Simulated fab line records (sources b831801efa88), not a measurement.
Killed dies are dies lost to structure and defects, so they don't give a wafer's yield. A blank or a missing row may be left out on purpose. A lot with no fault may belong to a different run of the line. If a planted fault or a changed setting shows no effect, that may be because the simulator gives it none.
Which tool is to blame?	flow gf180mcu	Sampling: 7 lots, 21 wafers, 2 of 602 route steps

## WHAT EACH GAUGE READ, for each wafer
GF_HV_LDD_TW_MEAS_23.
lot	measured	on	HV_LDD_2_TW
L399	day 11 09:27	filmMetro-01	1043 1033 1042
L401	day 12 01:38	filmMetro-04	1063 1063 1059
L403	day 13 00:05	filmMetro-04	1056 1050 1047
L405	day 13 02:46	filmMetro-01	1038 1038 1043
L407	day 13 16:20	filmMetro-03	1071 1072 1076
L409	day 14 17:59	filmMetro-04	1060 1054 1062
L416	day 16 18:19	filmMetro-01	1109 1108 1115

## WHAT TOOL EACH LOT RAN ON (gives the tool, then ch and the chambers of the sampled wafers, and finally the start)
lot	GF_HV_LDD_IMPLANT_21
L399	implanter-04 ch 0, day 11 09:13
L401	implanter-01 ch 0, day 12 01:23
L403	implanter-04 ch 0, day 12 23:50
L405	implanter-01 ch 0, day 13 02:32
L407	implanter-02 ch 0, day 13 16:05
L409	implanter-01 ch 0, day 14 17:44
L416	implanter-01 ch 0, day 16 18:06
- GF_HV_LDD_IMPLANT_21

## THE ANSWER, worked out from the rows above alone
Rule: the usual values come from the lots themselves. Put in order of their means at a reading, lots are off if they are a third of the lots or fewer, leave a main group of 4 or more, and stand apart from it by a gap of 3 or more times the standard deviation of the main group's means; of several such gaps the widest counts. Not used: any main group whose means are identical at the precision the tables above print for the reading. A lot without any number at a reading at which 4 lots or more have one is off too. Any other lot the step has rows for is counted as sound.
Off: L416, seen at GF_HV_LDD_TW_MEAS_23 (HV_LDD_2_TW). Mean 1054 and standard deviation 12 in the main group.
A tool fits if, at a process step before that reading, it ran every lot that is off, and no sound lot after the first of them. The gauges at GF_HV_LDD_TW_MEAS_23 are tried like those tools. This does not decide it: 2 tools fit, namely implanter-01 at GF_HV_LDD_IMPLANT_21 and filmMetro-01 at GF_HV_LDD_TW_MEAS_23.

## WHAT THE SIMULATOR HAD INSERTED
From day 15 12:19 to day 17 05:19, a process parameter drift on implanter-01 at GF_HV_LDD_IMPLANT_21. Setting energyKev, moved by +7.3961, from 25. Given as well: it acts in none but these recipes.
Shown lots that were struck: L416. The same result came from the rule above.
